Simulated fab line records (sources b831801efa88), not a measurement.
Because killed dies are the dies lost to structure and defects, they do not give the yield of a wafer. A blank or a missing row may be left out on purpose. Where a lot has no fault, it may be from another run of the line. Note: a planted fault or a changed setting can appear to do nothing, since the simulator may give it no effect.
What tool caused it? ; flow sky130 ; 36 wafers from 12 lots sampled at 5 of the route's 708 steps

WHAT THE GAUGES SHOWED, per wafer
SKY_VT_ADJUST_LVTN_TW_MEAS_10. Usual: for VT_ADJUST_LVTN_TW the level is 241.0 and the standard deviation is 1.6.
lot;measured;on;VT_ADJUST_LVTN_TW;flag
L553;day 7 04:44;filmMetro-01;241.9 241.0 241.3;
L554;day 7 13:22;filmMetro-03;240.8 240.0 240.2;
L555;day 7 20:30;filmMetro-04;244.3 241.8 244.1;
L556;day 8 00:31;filmMetro-04;241.1 243.0 241.8;
L557;day 8 10:07;filmMetro-04;242.4 241.9 241.6;
L560;day 9 02:23;filmMetro-03;240.1 239.4 239.4;
L562;day 9 13:16;filmMetro-04;243.1 244.5 241.9;
L568;day 11 17:16;filmMetro-04;241.8 241.2 241.6;
L570;day 11 20:29;filmMetro-03;240.4 239.0 241.1;
L572;day 12 08:10;filmMetro-03;239.5 240.9 240.0;
L573;day 12 16:11;filmMetro-01;240.0 241.6 240.4;
L575;day 13 08:46;filmMetro-04;242.6 241.8 242.2;

SKY_VT_ADJUST_NCORE_CD_MEAS_07: the cd target is 380 nm. Usual: cdNm 380 nm, standard deviation 3.1.
lot;measured;on;cdNm (nm);flag
L553;day 8 21:36;cdSem-01;376 374 375;
L554;day 9 07:02;cdSem-02;380 379 380;
L555;day 9 13:15;cdSem-02;378 380 381;
L556;day 9 18:38;cdSem-01;380 379 380;
L557;day 10 05:05;cdSem-01;374 374 376;
L560;day 10 21:53;cdSem-01;382 370 370;
L562;day 11 10:32;cdSem-02;377 377 364;
L568;day 13 19:20;cdSem-01;380 377 379;
L570;day 13 22:05;cdSem-02;379 381 380;
L572;day 14 10:07;cdSem-02;381 378 379;
L573;day 14 21:08;cdSem-02;379 379 381;
L575;day 15 12:25;cdSem-02;382 383 381;

EACH LOT AND THE TOOL THAT RAN IT (in order: tool; ch and the chambers of the sampled wafers; start)
lot;SKY_NWELL_STRIP_25;SKY_VT_ADJUST_HVTP_STRIP_10;SKY_VT_ADJUST_NCORE_EXPOSE_04
L553;plasmaAsher-03 ch 0,1, day 5 16:40;plasmaAsher-03 ch 0,1, day 6 09:48;ilineStepper-02 ch 0, day 8 11:26
L554;plasmaAsher-03 ch 0, day 5 21:28;plasmaAsher-01 ch 0,1, day 6 16:43;ilineStepper-02 ch 0, day 8 20:32
L555;plasmaAsher-01 ch 0,1, day 6 04:14;plasmaAsher-02 ch 0,1, day 7 00:04;ilineStepper-01 ch 0, day 9 03:07
L556;plasmaAsher-01 ch 0,1, day 6 08:41;plasmaAsher-03 ch 0,1, day 7 04:23;ilineStepper-02 ch 0, day 9 08:04
L557;plasmaAsher-01 ch 0,1, day 6 15:56;plasmaAsher-01 ch 0,1, day 7 12:58;ilineStepper-02 ch 0, day 9 17:28
L560;plasmaAsher-03 ch 0,1, day 7 08:14;plasmaAsher-01 ch 0,1, day 8 05:43;ilineStepper-02 ch 0, day 10 11:14
L562;plasmaAsher-01 ch 1, day 7 19:14;plasmaAsher-03 ch 0, day 8 16:02;ilineStepper-02 ch 0, day 10 22:40
L568;plasmaAsher-03 ch 0,1, day 9 16:25;plasmaAsher-02 ch 0,1, day 10 16:19;ilineStepper-02 ch 0, day 13 06:56
L570;plasmaAsher-03 ch 0,1, day 9 20:49;plasmaAsher-01 ch 0,1, day 10 20:43;ilineStepper-01 ch 0, day 13 09:40
L572;plasmaAsher-04 ch 0,1, day 10 07:17;plasmaAsher-03 ch 0,1, day 11 07:46;ilineStepper-02 ch 0, day 13 21:35
L573;plasmaAsher-01 ch 1, day 10 15:01;plasmaAsher-01 ch 0,1, day 11 15:58;ilineStepper-02 ch 0, day 14 07:05
L575;plasmaAsher-04 ch 0, day 11 06:38;plasmaAsher-03 ch 0, day 12 07:25;ilineStepper-02 ch 0, day 14 23:50
- SKY_NWELL_STRIP_25: strips in O2/N2.
- SKY_VT_ADJUST_HVTP_STRIP_10: strips in O2/N2.
- SKY_VT_ADJUST_NCORE_EXPOSE_04: exposes mask LVTN COMPLEMENT THIN, target cd 380 nm.

WHAT THE TOOLS THEMSELVES READ (means of the sampled wafers that have a number; where no wafer has one, the mark that the record gives instead)
SKY_NWELL_STRIP_25. Usual: drypumpMotorCurrentA 5.69 A, standard deviation 0.25; oesProductAu 0.723 a.u., standard deviation 0.005; stripTimeToEndpointS 36.95 s, standard deviation 0.1.
lot;tool;drypumpMotorCurrentA (A);oesProductAu (a.u.);stripTimeToEndpointS (s);flag
L553;plasmaAsher-03;5.89;0.730;37.00;
L554;plasmaAsher-03;5.84;0.721;36.92;
L555;plasmaAsher-01;5.57;0.722;37.03;
L556;plasmaAsher-01;5.58;0.722;36.99;
L557;plasmaAsher-01;5.45;0.722;36.99;
L560;plasmaAsher-03;5.91;0.725;36.91;
L562;plasmaAsher-01;5.73;0.723;36.93;
L568;plasmaAsher-03;5.92;0.721;37.05;
L570;plasmaAsher-03;5.92;0.726;37.09;
L572;plasmaAsher-04;5.81;0.724;37.00;
L573;plasmaAsher-01;5.71;0.720;36.86;
L575;plasmaAsher-04;5.79;0.726;36.98;

SKY_VT_ADJUST_HVTP_STRIP_10. Usual: drypumpMotorCurrentA 5.8 A, standard deviation 0.34; oesProductAu 0.716 a.u., standard deviation 0.0047; stripTimeToEndpointS 14.19 s, standard deviation 0.037.
lot;tool;drypumpMotorCurrentA (A);oesProductAu (a.u.);stripTimeToEndpointS (s);flag
L553;plasmaAsher-03;5.9;0.718;14.21;
L554;plasmaAsher-01;5.6;0.715;14.19;
L555;plasmaAsher-02;6.2;0.711;14.16;
L556;plasmaAsher-03;5.9;0.709;14.14;
L557;plasmaAsher-01;5.6;0.716;14.20;
L560;plasmaAsher-01;5.6;0.716;14.12;
L562;plasmaAsher-03;5.8;0.715;14.20;
L568;plasmaAsher-02;5.9;0.713;14.18;
L570;plasmaAsher-01;5.4;0.717;14.19;
L572;plasmaAsher-03;5.8;0.720;14.15;
L573;plasmaAsher-01;5.6;0.718;14.17;
L575;plasmaAsher-03;5.8;0.711;14.22;

THE ANSWER, worked out from the rows above alone
Rule: lot off if the mean of its wafers having a number is beyond 3 standard deviations from the usual mean. Also off: a lot with no number at a reading for which 4 or more lots have one. All remaining lots with rows at the step are treated as sound. The gauges are gone through in route order, then the tools' own readings, and for those a lot's mean is taken as printed above. The first step at which some lot is off is used, and at that step the reading that is off furthest; a lot without a number counts as furthest.
No lot is off on any of the readings shown, so nothing can be concluded from this.

WHAT THE SIMULATOR HAD PUT IN
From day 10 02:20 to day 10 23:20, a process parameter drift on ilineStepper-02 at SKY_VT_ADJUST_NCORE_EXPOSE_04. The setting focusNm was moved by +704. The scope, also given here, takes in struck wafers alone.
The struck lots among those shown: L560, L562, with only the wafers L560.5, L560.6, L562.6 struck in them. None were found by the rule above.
